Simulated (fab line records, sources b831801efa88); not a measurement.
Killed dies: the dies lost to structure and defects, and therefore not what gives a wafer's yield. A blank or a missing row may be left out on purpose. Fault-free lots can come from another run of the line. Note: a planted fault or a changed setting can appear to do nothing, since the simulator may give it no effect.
fab line records    flow sky130
record lots=12  wafers=36  last_day=50
route steps=708 shown POLY_GATE@231 METAL5@665 PASSIVATION@682 PAD_OPEN@708
lots untouched by any fault: they come from a run of this same line in which no faults occurred
start_h: start of the lot's first displayed wafer, in hours after the record's first day    wait_h: time in hours since the lot's previous step    " unchanged from the row above    L1.1+2: one row covering several wafers at once    - value missing, or start not given    * or withheld: withheld    < > ~ a bound
route shown NAME@n: names a module that has steps shown in the file, with the first one's number in the route    usual: mean/standard deviation taken from wafers without a fault    same: alike in all rows    chamber/n: place in a boat    sites: per-site readings    _std_site: standard deviation across them    _edge_site: the outer-site mean with the inner-site mean subtracted    radius_mm: how far each site lies from the wafer's centre    mask NAME#n: copy n    behind: the most recent tool/chamber to have shaped the wafer    hold: cause of the lot's hold/its duration in hours/its outcome    device: which transistor (n, p or np) failed to switch    end of line: at the end of the route, the tests of the same wafers    step lacking rows: just its recipe    killed: dies that structure and defects cost at the first sort, which is not the same as the wafer's yield    map: per-die view of a wafer (x killed, . not killed, _ where there is no die)
set.NAME: the run value of the setting; set.NAME@STEP: its run value at that earlier step    model.NAME: the simulator's own value behind a step, which no gauge read
route steps across a sampled set of lots; one table per step, one row per wafer
services: the hour from which a tool's chamber was out of use, counted from the record's first day as start_h (under 0 if before that day), plus the number of hours and why
## steps
# step SKY_POLY_GATE_ETCH_17
# recipe target_depth_nm=180  stop_on=SiO2  over_etch_frac=0.56667  chemistry=HBr/Cl2  target=poly-Si  icp_w=400  bias_w=100  pressure_mtorr=10  HBr_flow_sccm=150  Cl2_flow_sccm=50  time_s=70.5
# usual drypump_motor_current_A=5.81/0.26  oes_product_au=0.985/0.0066  throttle_valve_pct=33.684/0.0089
lot.wafer  tool       chamber  start_h  wait_h  drypump_motor_current_A  oes_product_au  rf_hours_counter_h  throttle_valve_pct
L574.1     rie_si-01  1        354.25   0.0     5.30                     0.991           51                  33.692
L574.4     "          1        "        "       5.32                     0.995           -                   33.668
L574.6     "          0        "        "       6.06                     0.992           -                   33.679
L575.2     rie_si-02  2        379.05   0.0     5.92                     1.005           11                  33.684
L575.3     "          3        "        "       5.67                     0.986           24                  33.693
L575.6     "          2        "        "       5.93                     0.998           -                   33.678
L581.2     rie_si-01  0        433.02   0.0     6.07                     0.982           33                  33.684
L581.4     "          1        "        "       5.32                     0.984           52                  33.681
L581.5     "          3        "        "       6.15                     0.985           -                   33.680
L583.3     rie_si-02  1        452.12   0.0     5.66                     0.982           2                   33.678
L583.4     "          3        "        "       5.64                     0.985           -                   33.691
L583.6     "          0        "        "       5.65                     0.986           -                   33.682
L584.2     rie_si-02  2        463.52   0.0     5.92                     1.002           12                  33.688
L584.3     "          1        "        "       5.68                     0.983           2                   33.700
L584.4     "          3        "        "       5.65                     0.981           24                  33.682
L586.1     rie_si-02  3        472.81   0.0     5.64                     0.983           25                  33.683
L586.4     "          2        "        "       5.89                     0.987           12                  33.672
L586.6     "          1        "        "       5.66                     0.989           -                   33.677
L590.1     rie_si-01  3        526.50   0.0     6.15                     0.984           1                   33.678
L590.4     "          3        "        "       6.16                     0.998           -                   33.689
L590.6     "          0        "        "       6.06                     0.994           -                   33.676
L592.1     rie_si-01  0        533.81   0.0     6.06                     0.987           34                  33.677
L592.3     "          3        "        "       6.13                     0.987           1                   33.700
L592.5     "          0        "        "       6.06                     0.989           -                   33.679
L593.3     rie_si-01  2        538.92   0.0     5.95                     0.986           0                   33.696
L593.4     "          2        "        "       5.97                     0.991           -                   33.673
L593.6     "          3        "        "       6.13                     0.987           -                   33.683
L594.1     rie_si-01  0        556.21   0.0     6.04                     0.979           34                  33.680
L594.5     "          0        "        "       6.05                     0.991           -                   33.680
L594.6     "          2        "        "       5.96                     0.981           -                   33.681
L595.1     rie_si-02  1        569.27   0.0     5.66                     0.985           3                   33.675
L595.2     "          2        "        "       5.93                     0.986           12                  33.706
L595.4     "          3        "        "       5.65                     0.986           25                  33.697
L596.1     rie_si-02  3        577.61   0.0     5.67                     0.969           25                  33.694
L596.2     "          0        "        "       5.66                     0.975           1                   33.673
L596.3     "          2        "        "       5.92                     0.970           12                  33.686
# step SKY_METAL5_SPUTTER_04
# recipe material=TiN  target_thk_nm=70  power_w=6500  time_s=58.3  chamber_pressure_pa=0.4
# usual cathode_dc_power_W=6499.9/1.3  chamber_pressure_pa=0.4000/0.00076  throttle_valve_pct=29.7/0.86
lot.wafer  tool            chamber  start_h  wait_h  cathode_dc_power_W  chamber_pressure_pa  throttle_valve_pct
L574.1     pvd_sputter-04  -        988.18   0.0     6499.1              0.3998               29.0
L574.4     "               -        "        "       6499.7              0.4004               30.9
L574.6     "               -        "        "       6500.0              0.3998               30.8
L575.2     pvd_sputter-04  -        1007.97  0.0     6502.0              0.3987               29.0
L575.3     "               -        "        "       6502.3              0.3998               29.0
L575.6     "               -        "        "       6499.3              0.3999               30.6
L581.2     pvd_sputter-04  -        1054.67  0.0     6499.3              0.3987               30.5
L581.4     "               -        "        "       6501.8              0.4011               29.3
L581.5     "               -        "        "       6500.9              0.3982               30.6
L583.3     pvd_sputter-04  -        1063.56  0.0     6501.3              0.4000               28.7
L583.4     "               -        "        "       6501.7              0.3990               29.4
L583.6     "               -        "        "       6499.9              0.4013               30.9
L584.2     pvd_sputter-04  -        1074.89  0.0     6499.2              0.3977               28.7
L584.3     "               -        "        "       6500.4              0.4008               29.3
L584.4     "               -        "        "       6499.0              0.4003               31.0
L586.1     pvd_sputter-04  -        1078.36  0.0     6498.4              0.3989               28.9
L586.4     "               -        "        "       6499.6              0.4015               29.2
L586.6     "               -        "        "       6500.9              0.3996               29.2
L590.1     pvd_sputter-02  -        1111.44  0.0     6501.3              0.4000               29.9
L590.4     "               -        "        "       6501.4              0.3995               30.2
L590.6     "               -        "        "       6498.7              0.4007               29.8
L592.1     pvd_sputter-04  -        1122.38  0.0     6498.3              0.3986               28.8
L592.3     "               -        "        "       6499.2              0.4007               28.9
L592.5     "               -        "        "       6500.1              0.4001               29.8
L593.3     pvd_sputter-03  -        1122.99  0.0     6500.2              0.4006               30.2
L593.4     "               -        "        "       6502.5              0.3995               30.0
L593.6     "               -        "        "       6499.8              0.4001               28.9
L594.1     pvd_sputter-04  -        1138.10  0.0     6499.3              0.3987               29.0
L594.5     "               -        "        "       6500.9              0.4008               29.2
L594.6     "               -        "        "       6499.5              0.3990               28.7
L595.1     pvd_sputter-03  -        1143.99  0.0     6497.9              0.3999               28.8
L595.2     "               -        "        "       6499.2              0.3998               28.3
L595.4     "               -        "        "       6498.2              0.3987               30.2
L596.1     pvd_sputter-04  -        1148.66  0.0     6498.8              0.3995               29.4
L596.2     "               -        "        "       6501.3              0.4006               30.6
L596.3     "               -        "        "       6501.1              0.3991               28.9
# step SKY_PASSIVATION_THK_MEAS_01
# recipe reads=SiO2_of_PASSIVATION_CVD_00
# usual PASSIVATION_CVD_00_THK=89.7/1.1
lot.wafer  tool           chamber  start_h  wait_h  PASSIVATION_CVD_00_THK[nm]
L574.1     film_metro-03  -        1011.51  -       87.5
L574.4     "              -        "        "       88.2
L574.6     "              -        "        "       89.7
L575.2     film_metro-03  -        1031.18  -       89.6
L575.3     "              -        "        "       89.4
L575.6     "              -        "        "       90.9
L581.2     film_metro-03  -        1076.48  -       89.4
L581.4     "              -        "        "       90.6
L581.5     "              -        "        "       90.0
L583.3     film_metro-04  -        1084.99  -       87.5
L583.4     "              -        "        "       90.7
L583.6     "              -        "        "       89.8
L584.2     film_metro-02  -        1095.89  -       88.4
L584.3     "              -        "        "       91.0
L584.4     "              -        "        "       91.3
L586.1     film_metro-04  -        1099.62  -       90.2
L586.4     "              -        "        "       91.4
L586.6     "              -        "        "       91.2
L590.1     film_metro-03  -        1132.33  -       88.7
L590.4     "              -        "        "       91.0
L590.6     "              -        "        "       90.2
L592.1     film_metro-02  -        1141.45  -       90.1
L592.3     "              -        "        "       90.0
L592.5     "              -        "        "       90.6
L593.3     film_metro-04  -        1143.16  -       88.6
L593.4     "              -        "        "       88.1
L593.6     "              -        "        "       88.3
L594.1     film_metro-04  -        1156.71  -       89.6
L594.5     "              -        "        "       89.7
L594.6     "              -        "        "       89.1
L595.1     film_metro-04  -        1161.75  -       88.5
L595.2     "              -        "        "       89.8
L595.4     "              -        "        "       90.7
L596.1     film_metro-02  -        1166.70  -       89.1
L596.2     "              -        "        "       88.5
L596.3     "              -        "        "       89.3
# step SKY_PASSIVATION_STRIP_12
# recipe chemistry=O2/N2  power_w=1400  pressure_mtorr=1500  platen_temp_c=withheld  overash_fraction=0.7  o2_flow_sccm=3000  n2_flow_sccm=300
# usual drypump_motor_current_A=5.3/0.34  oes_product_au=0.660/0.0046  strip_time_to_endpoint_s=31.50/0.14
lot.wafer  tool             chamber  start_h  wait_h  drypump_motor_current_A  oes_product_au  rf_hours_counter_h  strip_time_to_endpoint_s
L574.1     plasma_asher-02  1        1034.84  0.1     5.6                      0.654           92                  31.60
L574.4     "                0        "        "       4.9                      0.661           -                   31.52
L574.6     "                0        "        "       5.0                      0.658           -                   31.55
L575.2     plasma_asher-02  1        1053.47  0.1     5.6                      0.658           94                  31.74
L575.3     "                1        "        "       5.6                      0.662           -                   31.93
L575.6     "                0        "        "       5.0                      0.664           -                   31.63
L581.2     plasma_asher-02  1        1097.23  0.1     5.6                      0.663           98                  31.34
L581.4     "                1        "        "       5.6                      0.650           -                   31.52
L581.5     "                0        "        "       5.0                      0.671           -                   31.37
L583.3     plasma_asher-03  0        1106.32  0.1     5.5                      0.662           -                   31.21
L583.4     "                1        "        "       5.7                      0.661           -                   31.29
L583.6     "                1        "        "       5.7                      0.667           -                   31.30
L584.2     plasma_asher-02  0        1116.89  0.1     5.0                      0.655           100                 31.38
L584.3     "                1        "        "       5.6                      0.660           -                   31.39
L584.4     "                0        "        "       5.0                      0.660           -                   31.44
L586.1     plasma_asher-03  1        1119.87  0.1     5.8                      0.667           5                   31.34
L586.4     "                1        "        "       5.8                      0.662           -                   31.55
L586.6     "                1        "        "       5.8                      0.661           -                   31.46
L590.1     plasma_asher-01  1        1151.09  0.1     5.3                      0.664           72                  31.66
L590.4     "                0        "        "       4.9                      0.667           -                   31.50
L590.6     "                1        "        "       5.3                      0.669           -                   31.63
L592.1     plasma_asher-02  1        1160.02  0.1     5.6                      0.659           104                 31.39
L592.3     "                0        "        "       4.9                      0.670           -                   31.36
L592.5     "                0        "        "       5.0                      0.661           -                   31.51
L593.3     plasma_asher-03  1        1160.40  0.1     5.7                      0.663           -                   31.50
L593.4     "                0        "        "       5.5                      0.658           -                   31.40
L593.6     "                1        "        "       5.8                      0.666           -                   31.33
L594.1     plasma_asher-01  0        1174.47  0.1     4.8                      0.663           74                  31.37
L594.5     "                0        "        "       4.8                      0.657           -                   31.43
L594.6     "                1        "        "       5.3                      0.657           -                   31.35
L595.1     plasma_asher-01  0        1179.49  0.1     4.8                      0.665           74                  31.37
L595.2     "                1        "        "       5.3                      0.656           74                  31.28
L595.4     "                1        "        "       5.3                      0.661           -                   31.35
L596.1     plasma_asher-03  0        1183.32  0.1     5.5                      0.661           11                  31.57
L596.2     "                1        "        "       5.7                      0.659           11                  31.70
L596.3     "                0        "        "       5.5                      0.657           -                   31.53
# step SKY_PAD_OPEN_PROBE_99
# usual killed_at_M0_to_M3=44/7  killed_at_M4_up=3.0/1.9  killed_at_contacts=24/5.4  killed_at_front_end=15/4.6  killed_at_other=0.3/0.5  killed_dies=87/10  killed_open=47/7  killed_short=40/6.2
# same gross_dies=492  killed_at_back_side=0
lot.wafer  tool       chamber  start_h  wait_h  killed_at_M0_to_M3  killed_at_M4_up  killed_at_contacts  killed_at_front_end  killed_at_other  killed_dies  killed_open  killed_short
L574.1     prober-02  -        1058.39  0.1     44                  2                19                  11                   0                76           41           35
L574.4     prober-02  -        1058.54  0.2     54                  6                26                  19                   0                105          49           56
L574.6     prober-02  -        1058.64  0.2     51                  3                27                  13                   1                95           45           50
L575.2     prober-01  -        1076.75  0.1     45                  3                22                  12                   0                82           43           39
L575.3     prober-01  -        1076.80  0.2     39                  0                24                  16                   0                79           46           33
L575.6     prober-01  -        1076.95  0.2     42                  3                21                  13                   0                79           43           36
L581.2     prober-01  -        1120.14  0.1     46                  4                26                  13                   1                90           43           47
L581.4     prober-01  -        1120.24  0.2     57                  4                27                  9                    1                98           46           52
L581.5     prober-01  -        1120.29  0.2     58                  0                24                  9                    0                91           54           37
L583.3     prober-01  -        1128.21  0.2     53                  4                15                  72                   0                144          44           43
L583.4     prober-01  -        1128.26  0.2     55                  1                18                  50                   0                124          48           38
L583.6     prober-01  -        1128.36  0.2     40                  2                17                  48                   0                107          46           29
L584.2     prober-01  -        1138.67  0.1     41                  1                25                  45                   0                112          45           28
L584.3     prober-01  -        1138.72  0.2     40                  7                23                  58                   0                128          42           37
L584.4     prober-01  -        1138.77  0.2     38                  0                26                  56                   0                120          41           36
L586.1     prober-02  -        1140.65  0.1     42                  1                21                  49                   1                114          46           29
L586.4     prober-02  -        1140.80  0.2     42                  6                21                  55                   0                124          55           30
L586.6     prober-02  -        1140.90  0.2     30                  1                32                  75                   0                138          51           33
L590.1     prober-01  -        1170.05  0.1     41                  0                16                  15                   1                73           45           28
L590.4     prober-01  -        1170.20  0.2     46                  0                28                  11                   0                85           49           36
L590.6     prober-01  -        1170.30  0.2     46                  3                24                  21                   0                94           46           48
L592.1     prober-02  -        1179.85  0.1     44                  4                22                  5                    0                75           38           37
L592.3     prober-02  -        1179.95  0.2     40                  5                33                  11                   0                89           48           41
L592.5     prober-02  -        1180.05  0.2     32                  1                25                  8                    0                66           41           25
L593.3     prober-02  -        1180.40  0.2     46                  3                25                  22                   0                96           53           43
L593.4     prober-02  -        1180.45  0.2     50                  4                19                  10                   0                83           46           37
L593.6     prober-02  -        1180.55  0.2     45                  2                29                  17                   0                93           60           33
L594.1     prober-01  -        1193.10  0.1     50                  3                16                  10                   0                79           47           32
L594.5     prober-01  -        1193.30  0.2     60                  8                24                  9                    0                101          56           45
L594.6     prober-01  -        1193.35  0.2     45                  4                20                  19                   0                88           48           40
L595.1     prober-01  -        1198.31  0.1     39                  2                20                  20                   0                81           42           39
L595.2     prober-01  -        1198.36  0.1     40                  2                20                  20                   0                82           44           38
L595.4     prober-01  -        1198.46  0.2     45                  4                20                  12                   0                81           43           38
L596.1     prober-02  -        1201.53  0.1     50                  3                22                  9                    1                85           50           35
L596.2     prober-02  -        1201.58  0.1     32                  3                24                  11                   0                70           40           30
L596.3     prober-02  -        1201.63  0.2     49                  2                18                  11                   1                81           42           39
# killed by level:class
L574.1 VIA1:geometric_particle:open=10 VIA2:geometric_particle:open=8 METAL1:geometric_particle:short=7 LI_CONTACT:geometric_particle:open=6 CONTACT:geometric_particle:open=6 LOCAL_INTERCONNECT:geometric_particle:short=4 VIA3:geometric_particle:open=4 FIELD_ISO:geometric_particle:short=3
L574.4 VIA1:geometric_particle:open=10 CONTACT:geometric_particle:short=9 VIA1:geometric_particle:short=9 METAL1:geometric_particle:short=8 POLY_GATE:geometric_particle:open=7 VIA3:geometric_particle:open=7 LI_CONTACT:geometric_particle:open=7 METAL2:geometric_particle:short=6
L574.6 CONTACT:geometric_particle:open=9 VIA1:geometric_particle:open=9 METAL2:geometric_particle:short=8 CONTACT:geometric_particle:short=7 METAL1:geometric_particle:short=7 VIA2:geometric_particle:open=7 VIA3:geometric_particle:open=7 VIA1:geometric_particle:short=5
L575.2 CONTACT:geometric_particle:open=10 VIA1:geometric_particle:open=9 METAL1:geometric_particle:short=8 VIA2:geometric_particle:short=8 VIA2:geometric_particle:open=5 VIA3:geometric_particle:open=5 CONTACT:geometric_particle:short=4 FIELD_ISO:geometric_particle:short=3
L575.3 CONTACT:geometric_particle:open=13 VIA1:geometric_particle:open=9 LI_CONTACT:geometric_particle:open=7 VIA2:geometric_particle:short=6 VIA2:geometric_particle:open=5 POLY_GATE:geometric_particle:short=5 VIA3:geometric_particle:open=5 METAL1:geometric_particle:short=4
L575.6 VIA1:geometric_particle:open=9 CONTACT:geometric_particle:open=8 METAL1:geometric_particle:short=7 VIA2:geometric_particle:open=7 LI_CONTACT:geometric_particle:open=5 FIELD_ISO:geometric_particle:open=4 POLY_GATE:geometric_particle:short=4 VIA1:geometric_particle:short=4
L581.2 VIA1:geometric_particle:open=9 METAL2:geometric_particle:short=9 LI_CONTACT:geometric_particle:open=8 LI_CONTACT:geometric_particle:short=5 CONTACT:geometric_particle:short=5 SPACER:geometric_particle:open=4 METAL4:geometric_particle:short=4 METAL1:geometric_particle:open=4
L581.4 VIA3:geometric_particle:open=11 LI_CONTACT:geometric_particle:open=8 VIA1:geometric_particle:open=8 VIA1:geometric_particle:short=7 METAL1:geometric_particle:short=7 CONTACT:geometric_particle:open=6 VIA2:geometric_particle:open=6 METAL2:geometric_particle:short=6
L581.5 VIA1:geometric_particle:open=13 VIA3:geometric_particle:open=12 METAL1:geometric_particle:short=11 CONTACT:geometric_particle:open=8 FIELD_ISO:geometric_particle:open=4 LI_CONTACT:geometric_particle:open=4 LOCAL_INTERCONNECT:geometric_particle:short=4 CONTACT:geometric_particle:short=4
L583.3 POLY_GATE:unspecified=57 VIA1:geometric_particle:open=9 VIA2:geometric_particle:open=9 METAL2:geometric_particle:short=8 FIELD_ISO:geometric_particle:short=7 LI_CONTACT:geometric_particle:open=7 VIA2:geometric_particle:short=6 METAL1:geometric_particle:short=6
L583.4 POLY_GATE:unspecified=38 VIA1:geometric_particle:open=13 METAL2:geometric_particle:short=7 CONTACT:geometric_particle:open=6 VIA3:geometric_particle:open=6 FIELD_ISO:geometric_particle:open=5 LI_CONTACT:geometric_particle:open=5 VIA1:geometric_particle:short=5
L583.6 POLY_GATE:unspecified=32 VIA2:geometric_particle:open=9 CONTACT:geometric_particle:open=7 LI_CONTACT:geometric_particle:open=6 VIA1:geometric_particle:open=6 VIA1:geometric_particle:short=5 POLY_GATE:geometric_particle:open=4 METAL1:geometric_particle:short=4
L584.2 POLY_GATE:unspecified=39 VIA1:geometric_particle:open=9 LI_CONTACT:geometric_particle:open=8 CONTACT:geometric_particle:open=8 VIA1:geometric_particle:short=6 VIA3:geometric_particle:open=6 VIA2:geometric_particle:open=4 LOCAL_INTERCONNECT:geometric_particle:short=4
L584.3 POLY_GATE:unspecified=49 CONTACT:geometric_particle:open=13 METAL1:geometric_particle:short=6 VIA1:geometric_particle:short=6 VIA2:geometric_particle:open=6 METAL4:geometric_particle:short=6 LI_CONTACT:geometric_particle:open=5 VIA1:geometric_particle:open=5
L584.4 POLY_GATE:unspecified=43 VIA1:geometric_particle:open=11 CONTACT:geometric_particle:short=8 CONTACT:geometric_particle:open=7 METAL1:geometric_particle:short=6 VIA3:geometric_particle:open=6 FIELD_ISO:geometric_particle:open=5 LI_CONTACT:geometric_particle:open=5
L586.1 POLY_GATE:unspecified=39 VIA1:geometric_particle:open=14 CONTACT:geometric_particle:open=8 VIA2:geometric_particle:open=8 LI_CONTACT:geometric_particle:open=4 LI_CONTACT:geometric_particle:short=4 METAL1:geometric_particle:short=4 VIA3:geometric_particle:open=4
L586.4 POLY_GATE:unspecified=39 CONTACT:geometric_particle:open=12 VIA3:geometric_particle:open=10 VIA1:geometric_particle:open=8 VIA2:geometric_particle:open=7 LI_CONTACT:geometric_particle:open=7 FIELD_ISO:geometric_particle:short=5 VIA2:geometric_particle:short=5
L586.6 POLY_GATE:unspecified=54 VIA1:geometric_particle:open=9 POLY_GATE:geometric_particle:open=8 CONTACT:geometric_particle:open=8 CONTACT:geometric_particle:short=8 LI_CONTACT:geometric_particle:open=7 VIA2:geometric_particle:open=5 FIELD_ISO:geometric_particle:open=4
L590.1 VIA1:geometric_particle:open=10 VIA3:geometric_particle:open=9 VIA2:geometric_particle:open=9 LI_CONTACT:geometric_particle:open=4 CONTACT:geometric_particle:short=4 FIELD_ISO:geometric_particle:short=3 POLY_GATE:geometric_particle:short=3 SPACER:geometric_particle:short=3
L590.4 CONTACT:geometric_particle:open=11 VIA2:geometric_particle:open=10 LI_CONTACT:geometric_particle:open=8 METAL1:geometric_particle:short=8 VIA1:geometric_particle:open=8 VIA1:geometric_particle:short=5 METAL2:geometric_particle:short=5 CONTACT:geometric_particle:short=4
L590.6 VIA2:geometric_particle:open=10 LI_CONTACT:geometric_particle:open=9 CONTACT:geometric_particle:short=8 VIA1:geometric_particle:short=8 POLY_GATE:geometric_particle:short=7 VIA3:geometric_particle:open=7 FIELD_ISO:geometric_particle:open=6 VIA1:geometric_particle:open=6
L592.1 METAL2:geometric_particle:short=11 VIA1:geometric_particle:open=10 CONTACT:geometric_particle:open=9 METAL3:geometric_particle:short=6 LI_CONTACT:geometric_particle:open=5 CONTACT:geometric_particle:short=4 VIA2:geometric_particle:open=4 FIELD_ISO:geometric_particle:short=3
L592.3 VIA1:geometric_particle:open=13 LI_CONTACT:geometric_particle:open=10 CONTACT:geometric_particle:short=8 CONTACT:geometric_particle:open=8 FIELD_ISO:geometric_particle:open=5 POLY_GATE:geometric_particle:short=4 METAL4:geometric_particle:short=4 LOCAL_INTERCONNECT:geometric_particle:short=4
L592.5 LI_CONTACT:geometric_particle:open=8 CONTACT:geometric_particle:open=8 VIA1:geometric_particle:open=7 VIA3:geometric_particle:open=7 METAL1:geometric_particle:short=4 VIA2:geometric_particle:open=4 FIELD_ISO:geometric_particle:open=3 LOCAL_INTERCONNECT:geometric_particle:short=3
L593.3 VIA1:geometric_particle:open=14 LI_CONTACT:geometric_particle:open=12 CONTACT:geometric_particle:open=7 FIELD_ISO:geometric_particle:short=5 METAL1:geometric_particle:short=5 VIA2:geometric_particle:short=5 VIA2:geometric_particle:open=5 FIELD_ISO:geometric_particle:open=4
L593.4 VIA1:geometric_particle:open=14 METAL2:geometric_particle:short=9 CONTACT:geometric_particle:open=7 VIA2:geometric_particle:open=7 METAL1:geometric_particle:short=5 VIA3:geometric_particle:open=5 LI_CONTACT:geometric_particle:open=4 LOCAL_INTERCONNECT:geometric_particle:short=3
L593.6 VIA1:geometric_particle:open=18 LI_CONTACT:geometric_particle:open=10 CONTACT:geometric_particle:open=9 METAL2:geometric_particle:short=8 VIA3:geometric_particle:open=7 FIELD_ISO:geometric_particle:short=5 FIELD_ISO:geometric_particle:open=4 LI_CONTACT:geometric_particle:short=4
L594.1 VIA1:geometric_particle:open=11 VIA2:geometric_particle:open=11 VIA3:geometric_particle:open=10 CONTACT:geometric_particle:open=6 METAL1:geometric_particle:short=5 FIELD_ISO:geometric_particle:short=4 CONTACT:geometric_particle:short=4 POLY_GATE:geometric_particle:open=3
L594.5 VIA1:geometric_particle:open=13 CONTACT:geometric_particle:open=11 METAL2:geometric_particle:short=11 VIA3:geometric_particle:open=7 METAL4:geometric_particle:short=7 METAL1:geometric_particle:short=6 VIA2:geometric_particle:open=6 VIA1:geometric_particle:short=5
L594.6 VIA2:geometric_particle:open=9 VIA1:geometric_particle:open=9 CONTACT:geometric_particle:short=6 FIELD_ISO:geometric_particle:open=5 LOCAL_INTERCONNECT:geometric_particle:short=5 VIA1:geometric_particle:short=5 POLY_GATE:geometric_particle:open=4 CONTACT:geometric_particle:open=4
L595.1 LI_CONTACT:geometric_particle:open=7 VIA1:geometric_particle:open=7 POLY_GATE:geometric_particle:short=6 CONTACT:geometric_particle:open=6 VIA2:geometric_particle:open=6 VIA3:geometric_particle:short=5 POLY_GATE:geometric_particle:open=4 METAL2:geometric_particle:short=4
L595.2 VIA1:geometric_particle:open=7 VIA3:geometric_particle:open=6 CONTACT:geometric_particle:open=6 FIELD_ISO:geometric_particle:short=5 POLY_GATE:geometric_particle:open=5 LI_CONTACT:geometric_particle:open=5 METAL1:geometric_particle:short=5 METAL2:geometric_particle:short=5
L595.4 VIA2:geometric_particle:open=11 VIA1:geometric_particle:open=9 METAL2:geometric_particle:short=8 CONTACT:geometric_particle:open=7 METAL1:geometric_particle:short=6 VIA3:geometric_particle:open=5 FIELD_ISO:geometric_particle:short=4 LOCAL_INTERCONNECT:geometric_particle:short=4
L596.1 VIA1:geometric_particle:open=17 CONTACT:geometric_particle:open=9 VIA1:geometric_particle:short=8 VIA2:geometric_particle:open=6 VIA3:geometric_particle:open=6 LI_CONTACT:geometric_particle:open=5 METAL1:geometric_particle:short=3 LOCAL_INTERCONNECT:geometric_particle:short=3
L596.2 VIA1:geometric_particle:open=14 CONTACT:geometric_particle:open=10 VIA1:geometric_particle:short=6 LI_CONTACT:geometric_particle:short=4 LI_CONTACT:geometric_particle:open=4 CONTACT:geometric_particle:short=4 METAL1:geometric_particle:short=3 FIELD_ISO:geometric_particle:short=2
L596.3 VIA1:geometric_particle:open=10 VIA3:geometric_particle:short=7 LI_CONTACT:geometric_particle:open=6 CONTACT:geometric_particle:open=6 VIA1:geometric_particle:short=6 VIA2:geometric_particle:open=6 METAL2:geometric_particle:short=5 VIA3:geometric_particle:open=4
## services
tool            chamber  start_h  hours  kind
rie_si-01       3        440.90   2.6    repair
rie_si-02       2        448.96   5.1    repair
pvd_sputter-04  -        451.94   2.1    repair
pvd_sputter-04  -        475.88   4.2    repair
rie_si-02       -        530.88   28.1   pm
rie_si-01       -        558.98   2.8    pm
rie_si-02       2        584.62   8.8    repair
pvd_sputter-04  -        606.42   3.9    repair
rie_si-02       3        620.92   6.4    repair
pvd_sputter-04  -        628.62   1.8    repair
pvd_sputter-04  -        635.10   2.6    repair
pvd_sputter-04  -        658.45   0.5    repair
rie_si-01       3        732.17   1.9    repair
rie_si-01       0        747.83   10.6   repair
rie_si-02       -        751.02   0.2    repair
rie_si-02       1        806.78   2.3    repair
rie_si-01       -        813.34   28.1   pm
rie_si-02       -        813.62   0.3    repair
rie_si-02       2        815.16   8.2    repair
rie_si-01       2        842.91   68.2   repair
rie_si-01       0        856.07   13.9   repair
rie_si-01       1        878.84   7.0    repair
rie_si-01       -        916.45   4.3    pm
pvd_sputter-04  -        1107.82  2.6    repair
## key
first_sign step=SKY_PAD_OPEN_PROBE_99  reading=killed_at_front_end  direction=up  sigmas=9  usual=15  struck=56
effect step=SKY_PAD_OPEN_PROBE_99  reading=killed_dies  direction=up  sigmas=3.6  usual=87  struck=123
met_at SKY_POLY_GATE_ETCH_17
struck_lots L583,L584,L586
tester_left_out L583,L584,L586
not_acting_at SKY_METAL5_SPUTTER_04,SKY_PASSIVATION_THK_MEAS_01,SKY_PASSIVATION_STRIP_12
onset_between 379.05 452.12
fault kind=chamber_particle_source  tool=rie_si-02  chamber=-  onset_h=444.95  steps=SKY_POLY_GATE_ETCH_17  rate_per_visit_cm2=0.7907  end_h=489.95
# tester_left_out: of these lots the tester's yield and bins aren't shown, on N5 and GAA mostly nor the transistor test; their killed dies are dies lost to structure and defects alone, not to doping, threshold or leakage, so they don't give the yield
